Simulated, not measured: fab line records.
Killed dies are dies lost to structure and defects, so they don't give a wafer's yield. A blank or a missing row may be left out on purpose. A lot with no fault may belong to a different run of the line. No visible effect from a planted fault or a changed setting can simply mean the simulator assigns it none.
Matching of chambers | flow sky130 | SKY_METAL4_ETCH_17 on rie-diel-02 has 4 sister chambers
The step etches SiO2 in C4F8/O2/Ar, stops on TiN, time 3.9 s, target depth 15 nm. 20 wafers are shown with their chamber, then 10 later ones without.

WAFERS PAIRED WITH THEIR CHAMBERS
wafer  | chamber | rf-fwd-power-W (W) | chamber-pressure-mTorr (mTorr) | oes-product-au (a.u.)
L074.2 | 2       | 1464               | 39.96                          | 0.751
L074.3 | 1       | 1463               | 40.02                          | 0.759
L074.4 | 3       | 1467               | 40.01                          | 0.778
L077.3 | 2       | 1472               | 39.96                          | 0.765
L077.5 | 2       | 1462               | 40.02                          | 0.756
L077.6 | 1       | 1468               | 40.00                          | 0.779
L080.3 | 0       | 1472               | 40.03                          | 0.749
L080.4 | 3       | 1475               | 39.94                          | 0.760
L080.6 | 2       | 1458               | 39.98                          | 0.762
L082.1 | 0       | 1467               | 40.03                          | 0.758
L082.4 | 2       | 1462               | 39.98                          | 0.760
L082.5 | 3       | 1482               | 40.01                          | 0.747
L083.4 | 2       | 1460               | 39.99                          | 0.768
L083.5 | 2       | 1465               | 39.94                          | 0.765
L083.6 | 1       | 1465               | 39.99                          | 0.756
L084.3 | 3       | 1478               | 39.99                          | 0.767
L084.4 | 2       | 1469               | 39.96                          | 0.754
L084.5 | 0       | 1461               | 39.93                          | 0.770
L089.1 | 0       | 1475               | 39.95                          | 0.760
L089.3 | 2       | 1458               | 39.94                          | 0.753

SIGNATURES (means of the wafers above)
reading                | chamber 0 | chamber 1 | chamber 2 | chamber 3 | scatter within a chamber
rf-fwd-power-W         | 1468.75   | 1465.33   | 1463.33   | 1475.50   | 5.17
chamber-pressure-mTorr | 39.9850   | 40.0033   | 39.9700   | 39.9875   | 0.0328
oes-product-au         | 0.75925   | 0.76467   | 0.75933   | 0.76300   | 0.00914
Rule: a wafer's distance from a chamber is the root of the sum, over the readings, of the square of ((its reading less the chamber's mean) divided by the reading's scatter). The wafer belongs to the nearest chamber; if the next one is less than 2 further off, it can't be placed. How the scatter is found: for the shown wafers, subtract from each reading the mean of its chamber, square and add these, divide the total by (wafers less chambers), then take the root.

WAFERS WITHOUT THEIR CHAMBER
wafer  | rf-fwd-power-W (W) | chamber-pressure-mTorr (mTorr) | oes-product-au (a.u.)
L089.4 | 1472               | 39.99                          | 0.778
L090.1 | 1463               | 40.00                          | 0.747
L090.2 | 1458               | 39.95                          | 0.739
L090.5 | 1458               | 39.96                          | 0.754
L095.2 | 1460               | 39.97                          | 0.738
L095.4 | 1470               | 39.96                          | 0.765
L095.6 | 1473               | 40.01                          | 0.754
L096.1 | 1468               | 40.01                          | 0.750
L096.4 | 1462               | 39.99                          | 0.776
L096.5 | 1461               | 40.01                          | 0.766

WHICH CHAMBER EACH ONE RAN IN
wafer  | from the rows above               | in truth
L089.4 | can't be placed: 3 or 1 or 0 or 2 | 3
L090.1 | can't be placed: 2 or 0 or 1 or 3 | 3
L090.2 | can't be placed: 2 or 0 or 1 or 3 | 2
L090.5 | can't be placed: 2 or 1 or 0      | 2
L095.2 | can't be placed: 2 or 0 or 1 or 3 | 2
L095.4 | can't be placed: 0 or 3 or 2 or 1 | 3
L095.6 | can't be placed: 0 or 3 or 1 or 2 | 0
L096.1 | can't be placed: 0 or 1 or 2 or 3 | 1
L096.4 | can't be placed: 1 or 2 or 0 or 3 | 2
L096.5 | can't be placed: 1 or 2 or 0      | 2
0 of 10 placed correctly. These rows do not allow placing 10 (true chamber among the candidates in 10). Placed wrongly: 0.
